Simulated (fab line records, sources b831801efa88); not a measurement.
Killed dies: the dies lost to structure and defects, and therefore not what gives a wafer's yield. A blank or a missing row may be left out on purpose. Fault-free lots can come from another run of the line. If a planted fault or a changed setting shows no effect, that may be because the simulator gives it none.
Which of the tools did it? + flow sky130 + Sampling: 24 lots, 72 wafers, 5 of 708 route steps

## WHAT THE GAUGES READ, wafer by wafer
SKY_FIELD_ISO_THK_MEAS_23. Usual: FIELD_ISO_OXIDATION_01_THK 10.00 nm, standard deviation 0.19.
| lot  | measured    | on            | FIELD_ISO_OXIDATION_01_THK (nm) | flag |
|------|-------------|---------------|---------------------------------|------|
| L074 | day 2 07:20 | film metro-04 | 10.55 10.52 10.44               |      |
| L075 | day 2 11:26 | film metro-02 | 9.94 10.28 10.14                |      |
| L076 | day 2 18:21 | film metro-04 | 10.33 10.12 10.14               |      |
| L077 | day 2 21:37 | film metro-02 | 10.19 10.06 10.15               |      |
| L078 | day 3 06:56 | film metro-02 | 10.10 10.10 10.19               |      |
| L079 | day 3 12:55 | film metro-02 | 9.72 9.57 9.90                  |      |
| L080 | day 3 15:35 | film metro-02 | 9.95 9.87 9.97                  |      |
| L081 | day 3 21:01 | film metro-02 | 9.73 9.80 9.83                  |      |
| L082 | day 4 01:41 | film metro-02 | 9.81 9.70 10.04                 |      |
| L083 | day 4 06:42 | film metro-04 | 9.96 10.00 10.00                |      |
| L084 | day 4 10:25 | film metro-02 | 9.90 10.09 10.11                |      |
| L085 | day 4 18:18 | film metro-02 | 9.97 10.03 9.89                 |      |
| L086 | day 4 22:18 | film metro-04 | 10.09 10.10 10.15               |      |
| L087 | day 5 03:31 | film metro-02 | 9.93 9.79 9.79                  |      |
| L088 | day 5 06:55 | film metro-04 | 9.90 10.13 9.98                 |      |
| L089 | day 5 12:37 | film metro-04 | 10.06 10.03 10.13               |      |
| L090 | day 5 18:01 | film metro-04 | 9.84 9.91 9.92                  |      |
| L091 | day 6 00:44 | film metro-04 | 9.88 10.20 10.32                |      |
| L092 | day 6 04:22 | film metro-02 | 10.11 9.99 9.80                 |      |
| L093 | day 6 12:53 | film metro-02 | 9.84 9.91 9.84                  |      |
| L094 | day 6 15:19 | film metro-01 | 9.97 9.73 10.09                 |      |
| L095 | day 6 18:26 | film metro-04 | 9.90 9.85 9.83                  |      |
| L096 | day 7 01:34 | film metro-04 | 9.93 9.84 10.07                 |      |
| L097 | day 7 07:01 | film metro-01 | 9.88 9.96 9.96                  |      |

SKY_VIA4_BOW_MEAS_03. Usual: VIA4_BOW 78 um, standard deviation 7.
| lot  | measured     | on            | VIA4_BOW (um) | flag |
|------|--------------|---------------|---------------|------|
| L074 | day 42 00:57 | film metro-04 | 87 95 93      |      |
| L075 | day 42 06:16 | film metro-04 | 77 77 71      |      |
| L076 | day 42 09:54 | film metro-01 | 81 80 83      |      |
| L077 | day 42 13:29 | film metro-04 | 68 77 70      |      |
| L078 | day 43 09:57 | film metro-04 | 69 74 79      |      |
| L079 | day 43 14:17 | film metro-04 | 68 79 85      |      |
| L080 | day 43 19:49 | film metro-04 | 75 71 73      |      |
| L081 | day 44 04:22 | film metro-02 | 71 81 85      |      |
| L082 | day 44 11:45 | film metro-04 | 77 74 69      |      |
| L083 | day 44 14:07 | film metro-04 | 85 77 74      |      |
| L084 | day 44 21:30 | film metro-04 | 77 84 68      |      |
| L085 | day 45 02:53 | film metro-02 | 79 66 88      |      |
| L086 | day 45 06:28 | film metro-04 | 83 89 76      |      |
| L087 | day 45 16:41 | film metro-01 | 76 86 75      |      |
| L088 | day 45 22:25 | film metro-01 | 76 89 79      |      |
| L089 | day 46 00:35 | film metro-04 | 80 75 89      |      |
| L090 | day 46 09:35 | film metro-04 | 69 77 75      |      |
| L091 | day 46 13:10 | film metro-04 | 85 85 83      |      |
| L092 | day 46 22:37 | film metro-02 | 73 72 72      |      |
| L093 | day 47 01:32 | film metro-04 | 86 91 95      |      |
| L094 | day 47 06:59 | film metro-02 | 74 82 81      |      |
| L095 | day 47 12:38 | film metro-04 | 87 91 76      |      |
| L096 | day 47 14:24 | film metro-01 | 69 68 73      |      |
| L097 | day 47 19:59 | film metro-02 | 82 72 70      |      |

## WHICH TOOL RAN EACH LOT (tool, then ch and the chambers of the sampled wafers, then the start)
| lot  | SKY_SD_N_RTA_14                  | SKY_VIA1_SPUTTER_20          | SKY_METAL2_STRIP_20                  |
|------|----------------------------------|------------------------------|--------------------------------------|
| L074 | rtp anneal-01 ch 0, day 27 23:56 | pvd sputter-03, day 34 03:28 | plasma asher-01 ch 0,1, day 35 06:19 |
| L075 | rtp anneal-01 ch 0, day 28 06:07 | pvd sputter-02, day 34 12:05 | plasma asher-01 ch 0,1, day 35 15:35 |
| L076 | rtp anneal-01 ch 0, day 28 12:57 | pvd sputter-02, day 34 14:32 | plasma asher-03 ch 0,1, day 35 18:14 |
| L077 | rtp anneal-02 ch 0, day 28 16:26 | pvd sputter-02, day 34 17:37 | plasma asher-04 ch 0,1, day 35 21:10 |
| L078 | rtp anneal-01 ch 0, day 29 16:08 | pvd sputter-02, day 35 17:25 | plasma asher-01 ch 0,1, day 36 20:31 |
| L079 | rtp anneal-02 ch 0, day 30 00:14 | pvd sputter-03, day 35 22:12 | plasma asher-03 ch 0,1, day 37 01:07 |
| L080 | rtp anneal-01 ch 0, day 30 03:41 | pvd sputter-04, day 36 02:09 | plasma asher-04 ch 0,1, day 37 05:28 |
| L081 | rtp anneal-02 ch 0, day 30 15:23 | pvd sputter-02, day 36 13:09 | plasma asher-01 ch 0,1, day 37 16:19 |
| L082 | rtp anneal-01 ch 0, day 31 01:16 | pvd sputter-03, day 36 23:28 | plasma asher-03 ch 0,1, day 38 02:38 |
| L083 | rtp anneal-02 ch 0, day 31 04:23 | pvd sputter-04, day 37 00:21 | plasma asher-04 ch 0,1, day 38 03:52 |
| L084 | rtp anneal-01 ch 0, day 31 10:21 | pvd sputter-03, day 37 07:32 | plasma asher-04 ch 0,1, day 38 11:05 |
| L085 | rtp anneal-02 ch 0, day 31 17:05 | pvd sputter-04, day 37 12:53 | plasma asher-03 ch 0,1, day 38 16:31 |
| L086 | rtp anneal-01 ch 0, day 32 01:44 | pvd sputter-04, day 37 20:00 | plasma asher-03 ch 0,1, day 38 22:49 |
| L087 | rtp anneal-02 ch 0, day 32 12:44 | pvd sputter-02, day 38 08:37 | plasma asher-03 ch 0,1, day 39 11:34 |
| L088 | rtp anneal-01 ch 0, day 32 15:31 | pvd sputter-04, day 38 12:40 | plasma asher-03 ch 0,1, day 39 14:55 |
| L089 | rtp anneal-02 ch 0, day 32 19:21 | pvd sputter-04, day 38 14:20 | plasma asher-03 ch 0,1, day 39 17:22 |
| L090 | rtp anneal-01 ch 0, day 33 08:57 | pvd sputter-03, day 39 02:21 | plasma asher-04 ch 0,1, day 40 04:49 |
| L091 | rtp anneal-02 ch 0, day 33 16:05 | pvd sputter-04, day 39 09:31 | plasma asher-01 ch 0,1, day 40 11:20 |
| L092 | rtp anneal-01 ch 0, day 34 00:09 | pvd sputter-02, day 39 18:14 | plasma asher-01 ch 0,1, day 40 20:49 |
| L093 | rtp anneal-02 ch 0, day 34 04:38 | pvd sputter-02, day 39 22:57 | plasma asher-01 ch 0,1, day 41 01:25 |
| L094 | rtp anneal-01 ch 0, day 34 12:32 | pvd sputter-03, day 40 04:06 | plasma asher-04 ch 0,1, day 41 06:52 |
| L095 | rtp anneal-02 ch 0, day 34 20:46 | pvd sputter-04, day 40 13:43 | plasma asher-03 ch 0,1, day 41 15:14 |
| L096 | rtp anneal-01 ch 0, day 34 23:33 | pvd sputter-03, day 40 16:01 | plasma asher-04 ch 0,1, day 41 18:25 |
| L097 | rtp anneal-02 ch 0, day 35 05:20 | pvd sputter-04, day 40 22:42 | plasma asher-04 ch 0,1, day 42 00:58 |
- SKY_SD_N_RTA_14: time 2 s.
- SKY_VIA1_SPUTTER_20: material TiN, target thk 20 nm, time 80 s.
- SKY_METAL2_STRIP_20: strips in O2/N2.

## WHAT THE TOOLS THEMSELVES READ (means of the sampled wafers that have a number; where no wafer has one, the mark that the record gives instead)
SKY_SD_N_RTA_14. Usual: lamp power pct 15.74 %, standard deviation 0.056; wafer_temp_C_max 1077.9, standard deviation 1.3.
| lot  | tool          | lamp power pct (%) | wafer_temp_C_max | flag |
|------|---------------|--------------------|------------------|------|
| L074 | rtp anneal-01 | 15.73              | 1076.7           |      |
| L075 | rtp anneal-01 | 15.73              | 1076.6           |      |
| L076 | rtp anneal-01 | 15.70              | 1077.7           |      |
| L077 | rtp anneal-02 | 15.69              | 1077.8           |      |
| L078 | rtp anneal-01 | 15.70              | 1076.9           |      |
| L079 | rtp anneal-02 | 15.76              | 1078.9           |      |
| L080 | rtp anneal-01 | 15.80              | 1078.2           |      |
| L081 | rtp anneal-02 | 15.74              | 1077.4           |      |
| L082 | rtp anneal-01 | 15.77              | 1078.5           |      |
| L083 | rtp anneal-02 | 15.81              | 1079.2           |      |
| L084 | rtp anneal-01 | 15.72              | 1078.9           |      |
| L085 | rtp anneal-02 | 15.72              | 1077.7           |      |
| L086 | rtp anneal-01 | 15.73              | 1079.1           |      |
| L087 | rtp anneal-02 | 15.71              | 1077.1           |      |
| L088 | rtp anneal-01 | 15.75              | 1077.5           |      |
| L089 | rtp anneal-02 | 15.70              | 1078.4           |      |
| L090 | rtp anneal-01 | 15.68              | 1077.8           |      |
| L091 | rtp anneal-02 | 15.73              | 1077.6           |      |
| L092 | rtp anneal-01 | 15.70              | 1076.1           |      |
| L093 | rtp anneal-02 | 15.76              | 1079.0           |      |
| L094 | rtp anneal-01 | 15.73              | 1077.7           |      |
| L095 | rtp anneal-02 | 15.75              | 1077.7           |      |
| L096 | rtp anneal-01 | 15.79              | 1076.7           |      |
| L097 | rtp anneal-02 | 15.75              | 1078.0           |      |

SKY_VIA1_SPUTTER_20. Usual: throttle valve pct at 30.3 %, with a standard deviation of 1.1.
| lot  | tool           | throttle valve pct (%) | flag |
|------|----------------|------------------------|------|
| L074 | pvd sputter-03 | 29.6                   |      |
| L075 | pvd sputter-02 | 29.7                   |      |
| L076 | pvd sputter-02 | 29.1                   |      |
| L077 | pvd sputter-02 | 29.9                   |      |
| L078 | pvd sputter-02 | 29.8                   |      |
| L079 | pvd sputter-03 | 29.9                   |      |
| L080 | pvd sputter-04 | 31.6                   |      |
| L081 | pvd sputter-02 | 29.8                   |      |
| L082 | pvd sputter-03 | 30.8                   |      |
| L083 | pvd sputter-04 | 29.9                   |      |
| L084 | pvd sputter-03 | 30.3                   |      |
| L085 | pvd sputter-04 | 30.5                   |      |
| L086 | pvd sputter-04 | 29.5                   |      |
| L087 | pvd sputter-02 | 29.7                   |      |
| L088 | pvd sputter-04 | 30.5                   |      |
| L089 | pvd sputter-04 | 31.3                   |      |
| L090 | pvd sputter-03 | 30.2                   |      |
| L091 | pvd sputter-04 | 31.4                   |      |
| L092 | pvd sputter-02 | 29.9                   |      |
| L093 | pvd sputter-02 | 29.6                   |      |
| L094 | pvd sputter-03 | 30.2                   |      |
| L095 | pvd sputter-04 | 31.1                   |      |
| L096 | pvd sputter-03 | 30.4                   |      |
| L097 | pvd sputter-04 | 31.4                   |      |

SKY_METAL2_STRIP_20. Usual: drypump motor current A 5.7 A, standard deviation 0.56; n2 flow sccm 300.0 sccm, standard deviation 0.91; oes product au 0.342 a.u., standard deviation 0.0048; strip time to endpoint s 2.68 s, standard deviation 0.041.
| lot  | tool            | drypump motor current A (A) | n2 flow sccm (sccm) | oes product au (a.u.) | strip time to endpoint s (s) | flag |
|------|-----------------|-----------------------------|---------------------|-----------------------|------------------------------|------|
| L074 | plasma asher-01 | 6.2                         | 300.5               | 0.345                 | 2.71                         |      |
| L075 | plasma asher-01 | 6.2                         | 301.0               | 0.341                 | 2.72                         |      |
| L076 | plasma asher-03 | 5.8                         | 299.0               | 0.348                 | 2.70                         |      |
| L077 | plasma asher-04 | 5.3                         | 300.8               | 0.342                 | 2.64                         |      |
| L078 | plasma asher-01 | 5.8                         | 300.8               | 0.336                 | 2.68                         |      |
| L079 | plasma asher-03 | 5.7                         | 300.2               | 0.343                 | 2.71                         |      |
| L080 | plasma asher-04 | 5.3                         | 300.4               | 0.335                 | 2.64                         |      |
| L081 | plasma asher-01 | 5.8                         | 300.6               | 0.341                 | 2.66                         |      |
| L082 | plasma asher-03 | 5.7                         | 300.1               | 0.339                 | 2.69                         |      |
| L083 | plasma asher-04 | 5.3                         | 300.1               | 0.340                 | 2.59                         |      |
| L084 | plasma asher-04 | 5.3                         | 299.5               | 0.344                 | 2.71                         |      |
| L085 | plasma asher-03 | 6.1                         | 300.2               | 0.344                 | 2.68                         |      |
| L086 | plasma asher-03 | 6.1                         | 299.2               | 0.340                 | 2.69                         |      |
| L087 | plasma asher-03 | 6.1                         | 300.4               | 0.343                 | 2.69                         |      |
| L088 | plasma asher-03 | 6.1                         | 299.8               | 0.346                 | 2.66                         |      |
| L089 | plasma asher-03 | 6.1                         | 299.9               | 0.345                 | 2.72                         |      |
| L090 | plasma asher-04 | 5.3                         | 300.3               | 0.346                 | 2.65                         |      |
| L091 | plasma asher-01 | 6.2                         | 299.8               | 0.339                 | 2.67                         |      |
| L092 | plasma asher-01 | 6.2                         | 301.0               | 0.340                 | 2.67                         |      |
| L093 | plasma asher-01 | 5.8                         | 299.8               | 0.347                 | 2.71                         |      |
| L094 | plasma asher-04 | 5.3                         | 299.3               | 0.344                 | 2.68                         |      |
| L095 | plasma asher-03 | 5.7                         | 300.3               | 0.340                 | 2.64                         |      |
| L096 | plasma asher-04 | 5.3                         | 301.3               | 0.341                 | 2.71                         |      |
| L097 | plasma asher-04 | 5.3                         | 300.3               | 0.344                 | 2.70                         |      |

## THE ANSWER, worked out from the rows above alone
Rule: a lot counts as off when the mean over its wafers that have a number is more than 3 standard deviations away from the usual mean. A lot without any number at a reading at which 4 lots or more have one is off too. Any other lot the step has rows for is counted as sound. The gauges are gone through in route order, then the tools' own readings, and for those a lot's mean is taken as printed above. The first step at which some lot is off is used, and at that step the reading that is off furthest; a lot without a number counts as furthest.
No lot is off on any of the readings shown, so nothing can be concluded from this.

## WHAT THE SIMULATOR HAD PUT IN
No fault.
